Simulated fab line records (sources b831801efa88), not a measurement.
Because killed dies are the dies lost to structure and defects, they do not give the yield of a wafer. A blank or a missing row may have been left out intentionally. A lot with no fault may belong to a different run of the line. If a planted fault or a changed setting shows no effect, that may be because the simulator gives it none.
Which of the tools did it? -- flow gf180mcu -- Sampling: 13 lots, 39 wafers, 5 of 602 route steps

== WHAT THE GAUGES SHOWED, per wafer ==
GF_VT_IMPLANT_OVL_MEAS_40. Usual: VT_IMPLANT_03_OVL -0.8 nm, standard deviation 1.4.
lot,measured,on,VT_IMPLANT_03_OVL (nm),flag
L397,day 6 17:56,overlay-02,-0.9 -2.0 -3.2,
L401,day 7 21:33,overlay-01,-1.0 -1.6 -0.1,
L402,day 8 05:32,overlay-01,-1.5 -0.6 1.5,
L403,day 10 07:35,overlay-01,-0.5 0.5 0.6,
L404,day 10 08:01,overlay-02,0.0 -0.2 2.4,
L405,day 10 13:10,overlay-02,-2.7 -3.1 -0.4,
L407,day 10 14:28,overlay-02,1.2 -0.4 0.6,
L406,day 10 15:16,overlay-02,-2.0 -3.0 -2.3,
L408,day 10 15:21,overlay-01,1.0 -0.8 1.0,
L409,day 10 17:40,overlay-01,-0.8 0.7 -0.9,
L410,day 11 01:11,overlay-02,1.0 -0.4 -1.3,
L411,day 11 14:33,overlay-02,1.5 2.3 -0.8,
L419,day 14 03:29,overlay-02,-1.7 -1.4 -3.4,

GF_HV_LDD_CD_MEAS_19 targets a cd of 400 nm. Usual: cd_nm reads 400.1 nm (standard deviation 2.1).
lot,measured,on,cd_nm (nm),flag
L397,day 10 00:56,cd_sem-02,401.3 400.8 401.5,
L401,day 11 06:49,cd_sem-02,399.4 396.2 398.3,
L402,day 11 14:22,cd_sem-02,403.1 399.9 403.1,
L403,day 13 21:01,cd_sem-01,400.8 400.1 402.3,
L404,day 13 23:59,cd_sem-01,403.6 400.9 401.7,
L405,day 14 03:14,cd_sem-02,400.7 401.0 399.4,
L407,day 14 03:58,cd_sem-01,399.3 399.2 401.7,
L406,day 14 06:01,cd_sem-01,398.1 398.1 398.9,
L408,day 14 07:47,cd_sem-01,398.7 400.4 399.4,
L409,day 14 08:07,cd_sem-01,403.1 402.7 404.1,
L410,day 14 20:26,cd_sem-01,399.3 398.2 399.4,
L411,day 15 16:42,cd_sem-01,399.6 401.6 402.3,
L419,day 18 14:04,cd_sem-02,399.2 395.7 397.8,

== EACH LOT AND THE TOOL THAT RAN IT (in order: tool; ch and the chambers of the sampled wafers; start) ==
lot,GF_VT_IMPLANT_RTA_45,GF_POLY_GATE_ETCH_13,GF_POLY_GATE_STRIP_14
L397,"rtp_anneal-01 ch 0, day 6 18:23","rie_si-01 ch 0,2,3, day 8 11:19","plasma_asher-03 ch 0,1, day 8 11:22"
L401,"rtp_anneal-02 ch 0, day 7 21:58","rie_si-02 ch 0,1,2, day 9 16:17","plasma_asher-04 ch 0,1, day 9 16:20"
L402,"rtp_anneal-02 ch 0, day 8 06:03","rie_si-02 ch 1,2,3, day 9 23:45","plasma_asher-04 ch 0,1, day 9 23:48"
L403,"rtp_anneal-01 ch 0, day 10 08:00","rie_si-01 ch 2,3, day 12 01:47","plasma_asher-01 ch 0,1, day 12 01:50"
L404,"rtp_anneal-02 ch 0, day 10 08:25","rie_si-01 ch 0,2,3, day 12 06:06","plasma_asher-04 ch 0,1, day 12 06:09"
L405,"rtp_anneal-02 ch 0, day 10 13:35","rie_si-01 ch 1,3, day 12 09:34","plasma_asher-03 ch 0,1, day 12 09:39"
L407,"rtp_anneal-01 ch 0, day 10 14:52","rie_si-02 ch 0,1,2, day 12 10:48","plasma_asher-04 ch 0,1, day 12 10:51"
L406,"rtp_anneal-02 ch 0, day 10 15:41","rie_si-01 ch 1,2,3, day 12 11:22","plasma_asher-01 ch 0,1, day 12 11:25"
L408,"rtp_anneal-01 ch 0, day 10 15:45","rie_si-02 ch 0,1,2, day 12 12:35","plasma_asher-04 ch 0,1, day 12 12:38"
L409,"rtp_anneal-02 ch 0, day 10 18:04","rie_si-01 ch 1,2,3, day 12 13:40","plasma_asher-03 ch 0,1, day 12 13:43"
L410,"rtp_anneal-02 ch 0, day 11 01:35","rie_si-02 ch 0,2, day 12 22:19","plasma_asher-01 ch 0,1, day 12 22:22"
L411,"rtp_anneal-02 ch 0, day 11 14:57","rie_si-02 ch 2,3, day 13 16:37","plasma_asher-03 ch 0, day 13 16:40"
L419,"rtp_anneal-01 ch 0, day 14 03:54","rie_si-01 ch 0,1, day 16 11:41","plasma_asher-01 ch 0,1, day 16 11:45"
- GF_VT_IMPLANT_RTA_45: time 30 s.
- GF_POLY_GATE_ETCH_13: etches poly-Si in HBr/Cl2, stops on SiO2, target depth 198.5 nm, time 69.6 s.
- GF_POLY_GATE_STRIP_14: strips in O2/N2.

== WHAT THE TOOLS THEMSELVES READ (means of the sampled wafers that have a number; where no wafer has one, the mark that the record gives instead) ==
GF_VT_IMPLANT_RTA_45. Usual: lamp_power_pct 35 %, standard deviation 4.8; wafer_temp_C_max 1054.5, standard deviation 0.96.
lot,tool,lamp_power_pct (%),wafer_temp_C_max,flag
L397,rtp_anneal-01,41,1055.2,
L401,rtp_anneal-02,31,1053.9,
L402,rtp_anneal-02,31,1054.2,
L403,rtp_anneal-01,41,1054.1,
L404,rtp_anneal-02,31,1054.9,
L405,rtp_anneal-02,31,1054.1,
L407,rtp_anneal-01,41,1054.9,
L406,rtp_anneal-02,31,1054.2,
L408,rtp_anneal-01,41,1055.0,
L409,rtp_anneal-02,31,1054.4,
L410,rtp_anneal-02,31,1054.0,
L411,rtp_anneal-02,31,1053.6,
L419,rtp_anneal-01,41,1056.3,

GF_POLY_GATE_ETCH_13. Usual: bias_w 100.01 W, standard deviation 0.3; drypump_motor_current_A 5.6 A, standard deviation 0.49; oes_product_au 0.994 a.u., standard deviation 0.0076; throttle_valve_pct 33.685 %, standard deviation 0.009.
lot,tool,bias_w (W),drypump_motor_current_A (A),oes_product_au (a.u.),throttle_valve_pct (%),flag
L397,rie_si-01,99.86,5.2,0.990,33.684,
L401,rie_si-02,100.18,5.6,0.989,33.679,
L402,rie_si-02,100.27,5.7,0.991,33.683,
L403,rie_si-01,99.91,5.5,0.992,33.688,
L404,rie_si-01,100.29,5.2,0.992,33.683,
L405,rie_si-01,100.04,6.1,0.989,33.678,
L407,rie_si-02,100.02,5.6,0.992,33.684,
L406,rie_si-01,99.85,5.7,0.993,33.684,
L408,rie_si-02,100.10,5.6,1.007,33.686,
L409,rie_si-01,100.06,5.7,0.989,33.686,
L410,rie_si-02,99.95,5.5,1.001,33.687,
L411,rie_si-02,100.39,5.7,0.990,33.679,
L419,rie_si-01,99.97,5.4,1.001,33.693,

GF_POLY_GATE_STRIP_14. Usual: drypump_motor_current_A 5.55 A, standard deviation 0.28; heater_power_w 311 W, standard deviation 43; oes_product_au 0.505 a.u., standard deviation 0.0047.
lot,tool,drypump_motor_current_A (A),heater_power_w (W),oes_product_au (a.u.),flag
L397,plasma_asher-03,5.53,260,0.504,
L401,plasma_asher-04,5.51,328,0.509,
L402,plasma_asher-04,5.37,347,0.504,
L403,plasma_asher-01,5.57,336,0.505,
L404,plasma_asher-04,5.51,330,0.504,
L405,plasma_asher-03,5.68,259,0.508,
L407,plasma_asher-04,5.49,333,0.506,
L406,plasma_asher-01,5.56,322,0.499,
L408,plasma_asher-04,5.51,327,0.508,
L409,plasma_asher-03,5.52,261,0.503,
L410,plasma_asher-01,5.81,314,0.498,
L411,plasma_asher-03,5.82,258,0.496,
L419,plasma_asher-01,5.58,327,0.498,

== THE ANSWER, worked out from the rows above alone ==
Rule: a lot counts as off when the mean over its wafers that have a number is more than 3 standard deviations away from the usual mean. Also off: a lot with no number at a reading for which 4 or more lots have one. All remaining lots with rows at the step are treated as sound. The gauges are gone through in route order, then the tools' own readings, and for those a lot's mean is taken as printed above. At the first step where some lot is off, the reading lying furthest off is the one used; lots without a number count as furthest.
Nothing can be told from this: no lot is off at any reading shown.

== WHAT THE SIMULATOR HAD INSERTED ==
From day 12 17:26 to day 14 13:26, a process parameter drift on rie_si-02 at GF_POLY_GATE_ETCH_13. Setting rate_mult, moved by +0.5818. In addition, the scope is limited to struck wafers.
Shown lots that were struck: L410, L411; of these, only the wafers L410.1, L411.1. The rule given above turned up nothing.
